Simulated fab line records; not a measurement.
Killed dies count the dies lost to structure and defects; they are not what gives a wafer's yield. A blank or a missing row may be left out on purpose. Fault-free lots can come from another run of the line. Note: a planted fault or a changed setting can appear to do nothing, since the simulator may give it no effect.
Comparing a struck lot with a sound one + flow sky130 + 17 steps out of a route of 708
Sound: these wafers, L646.1, L646.4, L646.5. Struck: wafer L657.1; the same lot's L657.3 was not struck, so it is left out; see the end for the cause.
For every step that has rows: the tool of each side, followed by ch and its chambers, followed by its first start. Under that, the readings that differ: sound wafers + struck wafers + difference of the means + sigmas: that difference in standard deviations of wafers without a fault.
alike: a reading whose means differ by less than 2 such deviations, as well as words and numbers matching on both sides. not compared: withheld readings; readings where some wafer has no value; bounds like >300 that might hide an equal value; numbers whose values overlap and for which the record gives no deviation.
Wherever a step has rows on one side only, a row that says differs or no value, or a row with sigmas, the two part there. Numbers that have no deviation but don't overlap get no sigmas and don't part them. A reading missing from all wafers of one side parts the sides only when that side holds two or more wafers.

SKY_VT_ADJUST_HVTP_OVL_MEAS_08:
  sound on overlay-01, day 7 09:01; struck on overlay-02, day 10 07:31
  alike: VT_ADJUST_HVTP_OVL
next, for these wafers, 1 step has no rows: SKY_VT_ADJUST_HVTP_IMPLANT_09.
SKY_VT_ADJUST_HVTP_STRIP_10: strips in O2/N2.
  sound on plasmaAsher-02 ch 0,1, day 7 09:12; struck on plasmaAsher-01 ch 0, day 10 07:42
  alike: drypumpMotorCurrentA, oesProductAu, stripTimeToEndpointS
  not compared: rfHoursCounterH
SKY_VT_ADJUST_HVTP_TW_MEAS_11:
  sound on filmMetro-03, day 7 09:18; struck on filmMetro-03, day 10 07:48
  alike: VT_ADJUST_HVTP_TW
then, 7 steps without rows for these wafers: SKY_VT_ADJUST_LVTN_DEHYDRATE_00 (time 60 s); SKY_VT_ADJUST_LVTN_HMDS_01 (prime time 60 s); SKY_VT_ADJUST_LVTN_COAT_02 (resist thk 3000 nm); SKY_VT_ADJUST_LVTN_SOFTBAKE_03; SKY_VT_ADJUST_LVTN_EXPOSE_04 (exposes mask NWM COMPLEMENT LESS NATIVE, target cd 840 nm); SKY_VT_ADJUST_LVTN_PEB_05; SKY_VT_ADJUST_LVTN_DEVELOP_06 (develop time 60 s).
SKY_VT_ADJUST_LVTN_OVL_MEAS_07:
  sound on overlay-02, day 8 06:01; struck on overlay-02, day 11 06:30
  alike: VT_ADJUST_LVTN_OVL
SKY_VT_ADJUST_LVTN_IMPLANT_08:
  sound on implanter-03 ch 0, day 8 06:05; struck on implanter-03 ch 0, day 11 06:32
  alike: beamOnS
SKY_VT_ADJUST_LVTN_STRIP_09: strips in O2/N2.
  sound on plasmaAsher-04 ch 0,1, day 8 06:14; struck on plasmaAsher-01 ch 0, day 11 06:41
| reading                  | sound          | struck | difference | sigmas |
|--------------------------|----------------|--------|------------|--------|
| drypumpMotorCurrentA (A) | 6.22 6.35 6.25 | 5.84   | -0.43      | -2     |
  alike: oesProductAu, stripTimeToEndpointS
  not compared: rfHoursCounterH
SKY_VT_ADJUST_LVTN_TW_MEAS_10:
  sound on filmMetro-03, day 8 06:20; struck on filmMetro-03, day 11 06:47
| reading           | sound             | struck | difference | sigmas |
|-------------------|-------------------|--------|------------|--------|
| VT_ADJUST_LVTN_TW | 244.0 244.0 245.6 | 232.6  | -11.9      | -7     |
then, 1 step without rows for these wafers: SKY_VT_ADJUST_LVTN_DEHYDRATE_11 (time 60 s).
-- here the record skips 39 days between the struck wafers' starts before and after, leaving off in module VT_ADJUST_LVTN and picking up in module PAD_OPEN (first step shown: number 708 of the route) --
SKY_PAD_OPEN_PROBE_99:
  sound on prober-01, day 47 00:29; struck on prober-02, day 49 19:13
| reading                                 | sound                     | struck | difference | sigmas |
|-----------------------------------------|---------------------------|--------|------------|--------|
| killedAtContacts                        | 35 18 34                  | 14     | -15        | -3     |
| model.etest.nfet_01v8_lvt.vtSatV (V)    | 0.5307 0.5404 0.5501      | 0.5288 | -0.0116    |        |
| model.etest.nfet_01v8.vtVRange          | 0.009961 0.01026 0.009277 | 0.0123 | +0.0025    |        |
| model.etest.nfet_01v8_lvt.bodyRiseV (V) | 0.1433 0.1446 0.1438      | 0.1432 | -0.0007    |        |
  alike: killed_at_M0_to_M3, killed_at_M4_up, killedAtFrontEnd, killedAtOther, killedDies, killedOpen, killedShort
  not compared: model.etest.nfet_01v8.driveUaUmRange

WHERE THEY PART
At SKY_VT_ADJUST_LVTN_STRIP_09 first; at SKY_PAD_OPEN_PROBE_99 last (within this record only).

WHY: the cause the simulator had injected
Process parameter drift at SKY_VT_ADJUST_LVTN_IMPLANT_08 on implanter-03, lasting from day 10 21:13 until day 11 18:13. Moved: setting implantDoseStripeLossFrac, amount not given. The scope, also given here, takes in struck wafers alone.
